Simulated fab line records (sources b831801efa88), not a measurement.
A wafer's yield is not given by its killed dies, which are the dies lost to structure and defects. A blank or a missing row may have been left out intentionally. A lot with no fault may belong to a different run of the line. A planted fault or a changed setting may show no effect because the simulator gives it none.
fab line records    flow sky130
[record] lots = 6  wafers = 18  last_day = 50
route steps=708 shown VIA3@577
lots with no fault: from the same line, run without faults
start_h: the number of hours between the record's first day and the start of the first shown wafer of the lot    wait_h: hours from the lot's prior step to this one    " unchanged from the row above    L1.1+2: one row covering several wafers at once    - no value, or no start given    * or withheld: withheld    < > ~ a bound
route shown NAME@n: names a module that has steps shown in the file, with the first one's number in the route    usual: the fault-free wafers' mean and standard deviation    same: alike in all rows    chamber/n: place in a boat    sites: each site's reading    _std_site: their standard deviation    _edge_site: the outer-site mean with the inner-site mean subtracted    radius_mm: how far each site lies from the wafer's centre    mask NAME#n: copy n    behind: the tool/chamber that last shaped the wafer    hold: what put the lot on hold/how long, in hours/how the hold closed    device: transistor that didn't switch, given as n, p or np    end of line: the route-end tests of the same wafers    where a step has no rows: the recipe by itself    killed: the dies lost at the first sort to structure and to defects; this is not the yield of the wafer    map: a wafer's dies, marking killed ones x, the rest . and places with no die _
set.NAME: the setting as run; set.NAME@STEP: as run at that earlier step    model.NAME: the simulator's own value behind a step, which no gauge read
lots seen at some steps along the route; tables by step, rows by wafer
services: when a tool's chamber went out of use (start_h, in hours from the record's first day, below 0 if earlier), for how many hours, and the reason
[[steps]]
[step SKY_VIA3_DEHYDRATE_04]
[recipe] temp_c = 200  time_s = 60
[step SKY_VIA3_HMDS_05]
[recipe] prime_time_s = 60  prime_temp_c = 120
[step SKY_VIA3_COAT_06]
[recipe] resist = BARC  temp_c = withheld  time_s = withheld  spin_rpm = 3000  resist_thk_nm = 60
[step SKY_VIA3_COAT_07]
[recipe] resist = KrF-thick  spin_rpm = 3000  resist_thk_nm = 450
[step SKY_VIA3_SOFTBAKE_08]
[recipe] temp_c = 100  time_s = 90  resist = KrF-thick
[step SKY_VIA3_EXPOSE_09]
[recipe] mask_id = VIM3  na = 0.8  source_shape = annular  sigma_inner = 0.55  sigma_outer = 0.85  target_cd_nm = 200  dose_mj = 38
[step SKY_VIA3_PEB_10]
[recipe] peb_temp_c = withheld  peb_time_s = withheld  resist = KrF-thick
[step SKY_VIA3_DEVELOP_11]
[recipe] develop_time_s = 60  resist = KrF-thick  dev_temp_c = 21
[step SKY_VIA3_CD_MEAS_12]
[recipe] target_cd_nm = 200
[usual] cd_nm = 199.8/1.3
lot.wafer  tool       chamber  start_h  wait_h  cd_nm
L924.2     cd_sem-02  -        937.28   -       202.4
L924.3     "          -        "        "       203.7
L924.6     "          -        "        "       202.5
L932.1     cd_sem-01  -        1001.71  -       198.0
L932.2     "          -        "        "       197.9
L932.3     "          -        "        "       199.5
L933.1     cd_sem-02  -        1006.04  -       199.6
L933.2     "          -        "        "       199.0
L933.5     "          -        "        "       199.6
L937.2     cd_sem-01  -        1028.62  -       198.8
L937.3     "          -        "        "       197.9
L937.4     "          -        "        "       198.6
L943.1     cd_sem-01  -        1066.59  -       199.3
L943.2     "          -        "        "       199.5
L943.4     "          -        "        "       199.3
L944.1     cd_sem-01  -        1080.81  -       200.3
L944.3     "          -        "        "       199.8
L944.6     "          -        "        "       200.9
[step SKY_VIA3_OVL_MEAS_13]
[usual] VIA3_OVL = -1/5.9
lot.wafer  tool        chamber  start_h  wait_h  VIA3_OVL[nm]
L924.2     overlay-02  -        937.39   0.1     -10
L924.3     "           -        "        "       6
L924.6     "           -        "        "       -4
L932.1     overlay-01  -        1001.83  0.1     0
L932.2     "           -        "        "       1
L932.3     "           -        "        "       4
L933.1     overlay-01  -        1006.16  0.1     13
L933.2     "           -        "        "       12
L933.5     "           -        "        "       9
L937.2     overlay-01  -        1028.72  0.1     -6
L937.3     "           -        "        "       -1
L937.4     "           -        "        "       -4
L943.1     overlay-01  -        1066.71  0.1     -1
L943.2     "           -        "        "       4
L943.4     "           -        "        "       2
L944.1     overlay-02  -        1080.93  0.1     -1
L944.3     "           -        "        "       -3
L944.6     "           -        "        "       2
[step SKY_VIA3_ETCH_14]
[recipe] chemistry = N2/H2  target = BARC  ion_energy_ev = 200  source_w = 500  bias_w = 100  pressure_mtorr = 30  n2_flow_sccm = 100  h2_flow_sccm = 200  stop_on = SiO2  time_s = 45.9  target_depth_a = 600
[usual] drypump_motor_current_A = 5.8/0.42  oes_product_au = 0.854/0.0044  rf_fwd_power_W = 495.0/1.8  throttle_valve_pct = 13.224/0.011
lot.wafer  tool         chamber  start_h  wait_h  drypump_motor_current_A  oes_product_au  rf_fwd_power_W  rf_hours_counter_h  throttle_valve_pct
L924.2     rie_diel-03  1        937.42   0.0     6.0                      0.847           494.1           16                  13.222
L924.3     "            0        "        "       6.3                      0.851           495.3           5                   13.220
L924.6     "            2        "        "       5.7                      0.849           496.9           -                   13.230
L932.1     rie_diel-03  3        1001.87  0.0     6.0                      0.855           496.5           2                   13.233
L932.2     "            1        "        "       6.0                      0.858           493.9           18                  13.218
L932.3     "            0        "        "       6.3                      0.854           494.8           7                   13.233
L933.1     rie_diel-03  0        1006.20  0.0     6.3                      0.848           499.1           7                   13.229
L933.2     "            3        "        "       6.0                      0.863           498.3           2                   13.221
L933.5     "            3        "        "       6.0                      0.857           495.8           -                   13.236
L937.2     rie_diel-02  0        1028.75  0.0     5.2                      0.857           494.0           8                   13.231
L937.3     "            2        "        "       6.0                      0.850           493.3           25                  13.232
L937.4     "            2        "        "       6.0                      0.856           492.3           -                   13.196
L943.1     rie_diel-02  0        1066.75  0.0     5.2                      0.857           496.9           9                   13.233
L943.2     "            2        "        "       6.1                      0.852           492.9           26                  13.246
L943.4     "            1        "        "       5.2                      0.861           494.9           23                  13.226
L944.1     rie_diel-02  3        1080.97  0.0     5.5                      0.852           495.6           6                   13.215
L944.3     "            1        "        "       5.2                      0.858           494.1           23                  13.233
L944.6     "            1        "        "       5.2                      0.854           493.5           -                   13.223
[step SKY_VIA3_ETCH_15]
[recipe] target = SiO2  chemistry = C4F8/O2/Ar  target_depth_nm = 507  stop_on = TiN  mask_material = KrF-thick  source_w = 1500  bias_w = 1200  pressure_mtorr = 40  c4f8_flow_sccm = withheld  O2_flow_sccm = 6  Ar_flow_sccm = 300  time_s = 78
[usual] oes_product_au = 0.946/0.0043  rf_fwd_power_W = 1489/4.9
lot.wafer  tool         chamber  start_h  wait_h  oes_product_au  rf_fwd_power_W  rf_hours_counter_h
L924.2     rie_diel-03  1        937.46   0.0     0.947           1492            16
L924.3     "            0        "        "       0.943           1497            5
L924.6     "            2        "        "       0.944           1484            -
L932.1     rie_diel-03  3        1001.91  0.0     0.950           1494            2
L932.2     "            1        "        "       0.945           1493            18
L932.3     "            0        "        "       0.942           1485            7
L933.1     rie_diel-03  0        1006.24  0.0     0.950           1492            7
L933.2     "            3        "        "       0.940           1495            2
L933.5     "            3        "        "       0.943           1493            -
L937.2     rie_diel-02  0        1028.79  0.0     0.947           1495            8
L937.3     "            2        "        "       0.948           1487            25
L937.4     "            2        "        "       0.946           1486            -
L943.1     rie_diel-02  0        1066.79  0.0     0.948           1491            9
L943.2     "            2        "        "       0.945           1491            26
L943.4     "            1        "        "       0.941           1491            23
L944.1     rie_diel-02  3        1081.01  0.0     0.942           1488            6
L944.3     "            1        "        "       0.952           1486            23
L944.6     "            1        "        "       0.940           1490            -
[step SKY_VIA3_STRIP_16]
[recipe] chemistry = O2/N2  power_w = 1400  pressure_mtorr = 1500  platen_temp_c = withheld  o2_flow_sccm = 3000  n2_flow_sccm = 300  overash_fraction = 0.5
[usual] chamber_pressure_mTorr = 1500.1/1.4  drypump_motor_current_A = 5.6/0.3  oes_product_au = 0.402/0.0047  strip_time_to_endpoint_s = 4.126/0.019
lot.wafer  tool             chamber  start_h  wait_h  chamber_pressure_mTorr  drypump_motor_current_A  oes_product_au  rf_hours_counter_h  strip_time_to_endpoint_s  model.KrF-thick_of_VIA3_COAT_07.thk_nm
L924.2     plasma_asher-03  0        937.52   0.0     1501.9                  5.8                      0.402           20                  4.118                     0
L924.3     "                0        "        "       1499.6                  5.7                      0.405           -                   4.086                     0
L924.6     "                1        "        "       1500.7                  5.3                      0.402           -                   4.127                     0
L932.1     plasma_asher-04  0        1001.97  0.0     -                       -                        -               -                   -                         288.3
L932.2     "                1        "        "       -                       -                        -               -                   -                         291
L932.3     "                1        "        "       -                       -                        -               -                   -                         288.8
L933.1     plasma_asher-01  1        1006.30  0.0     -                       -                        -               -                   -                         293.2
L933.2     "                0        "        "       -                       -                        -               -                   -                         293.6
L933.5     "                1        "        "       -                       -                        -               -                   -                         293.2
L937.2     plasma_asher-01  0        1028.85  0.0     1497.9                  5.4                      0.395           58                  4.114                     0
L937.3     "                1        "        "       1501.3                  5.5                      0.403           -                   4.111                     0
L937.4     "                0        "        "       1499.4                  5.4                      0.407           -                   4.110                     0
L943.1     plasma_asher-01  1        1066.85  0.0     1502.8                  5.5                      0.394           62                  4.126                     0
L943.2     "                0        "        "       1503.5                  5.4                      0.406           62                  4.118                     0
L943.4     "                1        "        "       1500.0                  5.5                      0.406           -                   4.131                     0
L944.1     plasma_asher-01  0        1081.07  0.0     1503.5                  5.4                      0.402           63                  4.114                     0
L944.3     "                1        "        "       1499.3                  5.5                      0.397           -                   4.152                     0
L944.6     "                0        "        "       1500.3                  5.3                      0.401           -                   4.151                     0
[step SKY_VIA3_STRIP_17]
[recipe] chemistry = post_etch_residue_remover  time_s = 1200  temp_c = 72.5
[[services]]
tool             chamber  start_h  hours  kind
rie_diel-03      3        917.85   -      clean
rie_diel-03      3        917.85   16.4   scheduled_down
rie_diel-03      3        917.85   16.4   vent_cycle
rie_diel-02      3        923.13   2.5    repair
plasma_asher-03  -        949.34   4.0    pm
plasma_asher-04  -        1018.18  0.6    repair
rie_diel-02      1        1025.53  4.1    repair
rie_diel-02      3        1030.77  10.8   repair
rie_diel-03      1        1031.41  4.1    repair
plasma_asher-01  -        1044.02  2.3    repair
plasma_asher-04  -        1055.25  9.0    pm
plasma_asher-04  0        1055.25  9.0    vent_cycle
plasma_asher-04  1        1055.25  9.0    vent_cycle
rie_diel-03      -        1057.45  0.3    repair
plasma_asher-04  0        1064.25  -      clean
plasma_asher-04  1        1064.25  -      clean
rie_diel-02      2        1067.50  15.1   repair
plasma_asher-01  -        1070.74  0.4    repair
[[key]]
[first_sign] step = SKY_VIA3_STRIP_16  reading = tool_record  direction = missing
effect none on later readings
[model_effect] step = SKY_VIA3_STRIP_16  value = KrF-thick_of_VIA3_COAT_07.thk_nm  without = 0  struck = 291.3
met_at SKY_VIA3_STRIP_16
struck_wafers L932.1,L932.2,L932.3,L933.1,L933.2,L933.5
later_rows_left_out L932.1,L932.2,L932.3,L933.1,L933.2,L933.5
sort_left_out L932.1,L932.2,L932.3,L933.1,L933.2,L933.5
[fault] kind = skipped_step_whole  tool = plasma_asher-01,plasma_asher-04  chamber = -  onset_h = 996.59  steps = SKY_VIA3_STRIP_16  scope = struck_lots_only
// sort_left_out: the simulated sort isn't trusted on such a fault, so these wafers' sort isn't shown, and their yield isn't known
// later_rows_left_out: the simulator's readings of these wafers behind a module that went badly wrong aren't trusted and aren't shown, but for the sort
